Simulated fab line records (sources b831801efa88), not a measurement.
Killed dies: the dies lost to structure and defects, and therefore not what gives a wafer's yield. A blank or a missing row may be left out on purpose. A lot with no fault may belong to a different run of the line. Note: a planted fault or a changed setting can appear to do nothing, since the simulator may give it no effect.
fab line records    flow gf180mcu
record lots=5  wafers=15  lastDay=32
route steps=602 shown V5@548
lots untouched by any fault: they come from a run of this same line in which no faults occurred
startH: the number of hours between the record's first day and the start of the first shown wafer of the lot    waitH: hours since the lot's step before    " repeats the value in the row above    L1.1+2: a single row standing in for several wafers    - either no value or no given start    * or withheld: withheld    < > ~ a bound
route shown NAME@n: names a module that has steps shown in the file, with the first one's number in the route    usual: the fault-free wafers' mean and standard deviation    same: alike in all rows    chamber/n: place in a boat    sites: the reading at each site    _std_site: standard deviation across them    _edge_site: the outer-site mean with the inner-site mean subtracted    radiusMm: how far each site lies from the wafer's centre    mask NAME#n: copy n    behind: the tool/chamber that last shaped the wafer    hold: cause of the lot's hold/its duration in hours/its outcome    device: names the non-switching transistor (n, p or np)    end of line: the route-end tests of the same wafers    step lacking rows: just its recipe    killed: dies lost to structure and defects at the first sort, not the wafer's yield    map: shows each die of a wafer: x if killed, . if not, _ if none is there
set.NAME: the run value of the setting; set.NAME@STEP: its run value at that earlier step    model.NAME: the simulator's own value behind a step, which no gauge read
a table for each step, a row for each wafer; lots at some steps of the route
services: when a tool's chamber went out of use (startH, in hours from the record's first day, below 0 if earlier), for how many hours, and the reason
## steps
# step GF_V5_COAT_08
# recipe resist=BARC  tempC=withheld  timeS=withheld  spinRpm=withheld  resistThkNm=withheld
lot.wafer   tool           chamber  startH  waitH
L081.3+4+5  lithoTrack-01  0        671.61  0.1
L084.1+5+6  lithoTrack-02  0        689.98  0.1
L086.2+4+5  lithoTrack-01  0        705.14  0.1
L087.2+3+4  lithoTrack-04  0        708.63  0.1
L089.2+5+6  lithoTrack-02  0        730.35  0.1
# step GF_V5_COAT_09
# recipe resist=KrF  spinRpm=withheld  resistThkNm=1000
lot.wafer   tool           chamber  startH  waitH
L081.3+4+5  lithoTrack-01  0        -       -
L084.1+5+6  lithoTrack-02  0        -       -
L086.2+4+5  lithoTrack-01  0        -       -
L087.2+3+4  lithoTrack-04  0        -       -
L089.2+5+6  lithoTrack-02  0        -       -
# step GF_V5_SOFTBAKE_10
# recipe tempC=129.3  timeS=60  resist=KrF
lot.wafer   tool           chamber  startH  waitH
L081.3+4+5  lithoTrack-01  0        -       -
L084.1+5+6  lithoTrack-02  0        -       -
L086.2+4+5  lithoTrack-01  0        -       -
L087.2+3+4  lithoTrack-04  0        -       -
L089.2+5+6  lithoTrack-02  0        -       -
# step GF_V5_EXPOSE_11
# recipe maskId=Via5  targetCdNm=260  na=0.68  sourceShape=conventional  sigmaOuter=0.6  doseMj=38
lot.wafer   tool           chamber  startH  waitH  mask
L081.3+4+5  krfScanner-02  0        -       -      Via5#0
L084.1+5+6  krfScanner-01  0        -       -      Via5#0
L086.2+4+5  krfScanner-02  0        -       -      Via5#0
L087.2+3+4  krfScanner-02  0        -       -      Via5#0
L089.2+5+6  krfScanner-02  0        -       -      Via5#0
# step GF_V5_PEB_12
# recipe pebTempC=135  pebTimeS=90  resist=KrF
lot.wafer   tool           chamber  startH  waitH
L081.3+4+5  lithoTrack-04  0        -       -
L084.1+5+6  lithoTrack-04  0        -       -
L086.2+4+5  lithoTrack-02  0        -       -
L087.2+3+4  lithoTrack-04  0        -       -
L089.2+5+6  lithoTrack-02  0        -       -
# step GF_V5_DEVELOP_13
# recipe developTimeS=60  resist=KrF  devTempC=21
lot.wafer   tool           chamber  startH  waitH
L081.3+4+5  lithoTrack-04  0        681.55  0.1
L084.1+5+6  lithoTrack-04  0        699.65  0.2
L086.2+4+5  lithoTrack-02  0        713.61  0.2
L087.2+3+4  lithoTrack-04  0        717.98  0.2
L089.2+5+6  lithoTrack-02  0        739.25  0.2
# step GF_V5_CD_MEAS_14
# recipe targetCdNm=260
# usual cdNm=260.1/0.99
lot.wafer  tool      chamber  startH  waitH  cdNm
L081.3     cdSem-01  -        681.69  0.1    260.6
L081.4     "         -        "       "      261.6
L081.5     "         -        "       "      261.9
L084.1     cdSem-02  -        699.85  0.2    260.1
L084.5     "         -        "       "      260.2
L084.6     "         -        "       "      260.5
L086.2     cdSem-02  -        713.75  0.1    260.8
L086.4     "         -        "       "      260.0
L086.5     "         -        "       "      259.3
L087.2     cdSem-02  -        718.12  0.1    259.2
L087.3     "         -        "       "      260.0
L087.4     "         -        "       "      259.1
L089.2     cdSem-01  -        739.40  0.1    258.0
L089.5     "         -        "       "      259.3
L089.6     "         -        "       "      259.6
# step GF_V5_OVL_MEAS_15
# usual V5_OVL=3/4.8
lot.wafer  tool        chamber  startH  waitH  V5_OVL[nm]
L081.3     overlay-02  -        681.79  0.1    12
L081.4     "           -        "       "      12
L081.5     "           -        "       "      11
L084.1     overlay-02  -        699.97  0.1    1
L084.5     "           -        "       "      9
L084.6     "           -        "       "      13
L086.2     overlay-02  -        713.86  0.1    3
L086.4     "           -        "       "      5
L086.5     "           -        "       "      8
L087.2     overlay-02  -        718.23  0.1    10
L087.3     "           -        "       "      0
L087.4     "           -        "       "      9
L089.2     overlay-02  -        739.51  0.1    2
L089.5     "           -        "       "      3
L089.6     "           -        "       "      1
# step GF_V5_ETCH_16
# recipe chemistry=N2/H2  targetDepthA=withheld  overetchA=withheld  timeS=withheld  target=BARC  ionEnergyEv=200  sourceW=500  biasW=100  pressureMtorr=30  n2FlowSccm=100  h2FlowSccm=200
# usual chamberPressureMTorr=29.998/0.027  drypumpMotorCurrentA=5.9/0.36  oesProductAu=0.854/0.0053  throttleValvePct=13.226/0.01
lot.wafer  tool        chamber  startH  waitH  chamberPressureMTorr  drypumpMotorCurrentA  oesProductAu  throttleValvePct
L081.3     rieDiel-03  1        681.81  0.0    30.020                6.1                   0.866         13.202
L081.4     "           0        "       "      29.981                5.8                   0.862         13.227
L081.5     "           0        "       "      29.974                5.8                   0.855         13.227
L084.1     rieDiel-03  3        700.01  0.0    29.988                6.4                   0.856         13.252
L084.5     "           2        "       "      29.953                5.5                   0.849         13.228
L084.6     "           3        "       "      29.990                6.5                   0.855         13.227
L086.2     rieDiel-01  0        713.89  0.0    30.052                5.5                   0.854         13.239
L086.4     "           1        "       "      29.953                6.2                   0.850         13.220
L086.5     "           2        "       "      29.981                5.3                   0.854         13.234
L087.2     rieDiel-03  2        718.26  0.0    30.047                5.4                   0.853         13.224
L087.3     "           0        "       "      29.986                5.8                   0.857         13.232
L087.4     "           3        "       "      30.012                6.4                   0.858         13.241
L089.2     rieDiel-03  1        739.54  0.0    29.990                6.1                   0.847         13.222
L089.5     "           3        "       "      30.040                6.5                   0.860         13.199
L089.6     "           2        "       "      30.024                5.5                   0.862         13.235
# step GF_V5_ETCH_17
# recipe chemistry=C4F8/O2/Ar  maskMaterial=KrF  target=SiO2  stopOn=TiN  sourceW=1500  biasW=1200  pressureMtorr=40  c4f8FlowSccm=withheld  O2_flow_sccm=6  Ar_flow_sccm=300  timeS=withheld  targetDepthA=8550
# usual chamberPressureMTorr=40.00/0.037  oesProductAu=0.859/0.0044
lot.wafer  tool        chamber  startH  waitH  chamberPressureMTorr  oesProductAu
L081.3     rieDiel-03  1        -       -      39.99                 0.859
L081.4     "           0        "       "      39.96                 0.859
L081.5     "           0        "       "      39.96                 0.857
L084.1     rieDiel-03  3        -       -      40.00                 0.859
L084.5     "           2        "       "      39.95                 0.867
L084.6     "           3        "       "      39.98                 0.853
L086.2     rieDiel-01  0        -       -      40.05                 0.865
L086.4     "           1        "       "      39.97                 0.858
L086.5     "           2        "       "      40.01                 0.858
L087.2     rieDiel-03  2        -       -      39.99                 0.857
L087.3     "           0        "       "      39.96                 0.855
L087.4     "           3        "       "      39.98                 0.861
L089.2     rieDiel-03  1        -       -      39.99                 0.861
L089.5     "           3        "       "      40.03                 0.859
L089.6     "           2        "       "      40.05                 0.851
# step GF_V5_STRIP_18
# recipe chemistry=O2/N2  powerW=1400  pressureMtorr=1500  platenTempC=250  o2FlowSccm=3000  n2FlowSccm=300  overashFraction=0.5
# usual chamberPressureMTorr=1499.7/1.5  drypumpMotorCurrentA=5.80/0.16  heaterPowerW=344/32  oesProductAu=0.569/0.0047
lot.wafer  tool            chamber  startH  waitH  chamberPressureMTorr  drypumpMotorCurrentA  heaterPowerW  oesProductAu  rfHoursCounterH
L081.3     plasmaAsher-01  0        682.00  -      1497.1                5.60                  294           0.567         -
L081.4     "               1        "       "      1498.0                5.70                  351           0.567         -
L081.5     "               0        "       "      1500.0                5.59                  292           0.564         -
L084.1     plasmaAsher-01  1        700.16  -      1500.1                5.73                  362           0.570         106
L084.5     "               0        "       "      1495.3                5.65                  290           0.562         -
L084.6     "               1        "       "      1500.1                5.72                  354           0.569         -
L086.2     plasmaAsher-04  0        714.04  -      1498.8                5.88                  327           0.569         63
L086.4     "               1        "       "      1498.4                6.08                  355           0.567         -
L086.5     "               0        "       "      1500.8                5.88                  329           0.571         -
L087.2     plasmaAsher-03  0        718.41  -      1498.7                5.69                  372           0.569         94
L087.3     "               0        "       "      1501.4                5.68                  366           0.572         -
L087.4     "               1        "       "      1500.3                5.92                  382           0.566         -
L089.2     plasmaAsher-04  1        739.69  -      1497.9                6.05                  347           0.573         66
L089.5     "               0        "       "      1495.6                5.87                  331           0.571         -
L089.6     "               1        "       "      1497.5                6.06                  343           0.579         -
# step GF_V5_STRIP_19
# recipe chemistry=postEtchResidueRemover  timeS=1200  tempC=72.5
# usual tempC=72.50/0.13
lot.wafer  tool         chamber  startH  waitH  tempC
L081.3     wetBench-04  0        682.06  0.0    72.37
L081.4     "            0        "       "      72.32
L081.5     "            0        "       "      72.50
L084.1     wetBench-01  2        700.26  0.1    72.32
L084.5     "            2        "       "      72.71
L084.6     "            2        "       "      72.56
L086.2     wetBench-04  0        714.14  0.1    72.57
L086.4     "            0        "       "      72.36
L086.5     "            0        "       "      72.51
L087.2     wetBench-02  0        718.51  0.1    72.64
L087.3     "            0        "       "      72.49
L087.4     "            0        "       "      72.60
L089.2     wetBench-01  1        739.79  0.1    72.47
L089.5     "            1        "       "      72.50
L089.6     "            1        "       "      72.37
# step GF_V5_CLEAN_20
# recipe chemistry=DIW  dry=n2Spin
lot.wafer   tool         chamber  startH  waitH
L081.3+4+5  wetBench-04  0        682.40  0.0
L084.1+5+6  wetBench-04  2        700.60  0.0
L086.2+4+5  wetBench-01  3        714.48  0.0
L087.2+3+4  wetBench-01  3        718.85  0.0
L089.2+5+6  wetBench-02  2        740.13  0.0
# step GF_V5_SPUTTER_21
# recipe material=Ti  targetThkNm=15  chamberPressurePa=5  powerW=2500  substrateTempC=200  timeS=80.02
# usual throttleValvePct=29.8/1.1
lot.wafer  tool           chamber  startH  waitH  throttleValvePct
L081.3     pvdSputter-02  -        682.50  0.0    27.9
L081.4     "              -        "       "      30.1
L081.5     "              -        "       "      27.7
L084.1     pvdSputter-03  -        700.69  0.0    31.2
L084.5     "              -        "       "      30.9
L084.6     "              -        "       "      30.1
L086.2     pvdSputter-02  -        714.58  0.0    27.9
L086.4     "              -        "       "      28.9
L086.5     "              -        "       "      28.0
L087.2     pvdSputter-02  -        718.95  0.0    30.1
L087.3     "              -        "       "      28.6
L087.4     "              -        "       "      27.9
L089.2     pvdSputter-02  -        740.22  0.0    30.3
L089.5     "              -        "       "      30.1
L089.6     "              -        "       "      28.6
# step GF_V5_SPUTTER_22
# recipe material=TiN  targetThkNm=10  chamberPressurePa=5  powerW=4000  timeS=40
# usual throttleValvePct=29.8/1.1
lot.wafer  tool           chamber  startH  waitH  throttleValvePct
L081.3     pvdSputter-02  -        682.56  0.0    27.6
L081.4     "              -        "       "      30.1
L081.5     "              -        "       "      27.8
L084.1     pvdSputter-03  -        700.75  0.0    30.8
L084.5     "              -        "       "      31.1
L084.6     "              -        "       "      30.2
L086.2     pvdSputter-02  -        714.64  0.0    27.8
L086.4     "              -        "       "      28.9
L086.5     "              -        "       "      28.0
L087.2     pvdSputter-02  -        719.01  0.0    30.1
L087.3     "              -        "       "      28.9
L087.4     "              -        "       "      27.7
L089.2     pvdSputter-02  -        740.28  0.0    29.9
L089.5     "              -        "       "      30.3
L089.6     "              -        "       "      28.7
# step GF_V5_CVD_23
# recipe material=W  targetThkNm=350  timeS=104.9  tempC=400  pressureTorr=40
# usual heaterPowerW=898/77
lot.wafer  tool     chamber  startH  waitH  heaterPowerW
L081.3     cvdW-02  1        682.63  0.1    832
L081.4     "        0        "       "      934
L081.5     "        1        "       "      820
L084.1     cvdW-01  0        700.79  0.0    796
L084.5     "        1        "       "      1003
L084.6     "        0        "       "      813
L086.2     cvdW-01  0        714.68  0.0    801
L086.4     "        0        "       "      835
L086.5     "        0        "       "      815
L087.2     cvdW-01  0        719.05  0.0    807
L087.3     "        1        "       "      972
L087.4     "        0        "       "      784
L089.2     cvdW-02  0        740.32  0.0    939
L089.5     "        0        "       "      943
L089.6     "        1        "       "      845
# step GF_V5_RS_MEAS_24
# recipe thkMeasGauge=four-point-probe  reads=W_of_V5_CVD_23+TiN_of_V5_SPUTTER_22+Ti_of_V5_SPUTTER_21
# usual V5_W_RS=0.325/0.0031
lot.wafer  tool          chamber  startH  waitH  V5_W_RS[ohm/sq]
L081.3     filmMetro-03  -        682.75  0.1    0.320
L081.4     "             -        "       "      0.324
L081.5     "             -        "       "      0.326
L084.1     filmMetro-04  -        700.90  0.1    0.325
L084.5     "             -        "       "      0.323
L084.6     "             -        "       "      0.325
L086.2     filmMetro-01  -        714.81  0.1    0.321
L086.4     "             -        "       "      0.322
L086.5     "             -        "       "      0.327
L087.2     filmMetro-01  -        719.19  0.1    0.326
L087.3     "             -        "       "      0.322
L087.4     "             -        "       "      0.332
L089.2     filmMetro-04  -        740.45  0.1    0.324
L089.5     "             -        "       "      0.324
L089.6     "             -        "       "      0.325
# step GF_V5_THK_MEAS_25
# recipe thkMeasGauge=xrf  reads=W_of_V5_CVD_23
# usual V5_W_THK=364/4
lot.wafer  tool          chamber  startH  waitH  V5_W_THK[nm]
L081.3     filmMetro-03  -        682.85  0.1    373
L081.4     "             -        "       "      367
L081.5     "             -        "       "      365
L084.1     filmMetro-04  -        701.02  0.1    360
L084.5     "             -        "       "      362
L084.6     "             -        "       "      359
L086.2     filmMetro-01  -        714.92  0.1    366
L086.4     "             -        "       "      365
L086.5     "             -        "       "      360
L087.2     filmMetro-01  -        719.30  0.1    362
L087.3     "             -        "       "      365
L087.4     "             -        "       "      353
L089.2     filmMetro-04  -        740.56  0.1    363
L089.5     "             -        "       "      363
L089.6     "             -        "       "      361
## services
tool            chamber  startH  hours  kind
cvdW-01         0        652.10  13.2   repair
krfScanner-02   -        652.30  0.8    pm
rieDiel-01      2        659.15  6.5    repair
krfScanner-02   -        663.13  4.4    pm
rieDiel-01      3        663.50  6.7    repair
krfScanner-02   -        667.50  1.0    pm
krfScanner-01   -        667.64  1.8    repair
pvdSputter-02   -        673.60  1.5    repair
rieDiel-01      1        673.94  -      clean
rieDiel-01      1        673.94  25.8   scheduledDown
rieDiel-01      1        673.94  25.8   ventCycle
plasmaAsher-04  -        676.86  2.8    pm
wetBench-02     -        681.06  34.1   pm
pvdSputter-03   -        688.71  1.6    repair
krfScanner-01   -        692.58  1.3    pm
rieDiel-01      2        693.98  6.4    repair
cvdW-01         1        704.43  9.7    repair
krfScanner-02   -        720.32  0.4    repair
pvdSputter-02   0        729.53  -      consumableReplace:kit
pvdSputter-02   0        729.53  18.0   scheduledDown
pvdSputter-02   0        729.53  18.0   ventCycle
plasmaAsher-03  -        731.21  8.9    repair
plasmaAsher-01  -        733.75  9.0    pm
krfScanner-01   -        736.97  1.0    pm
## key
fault none
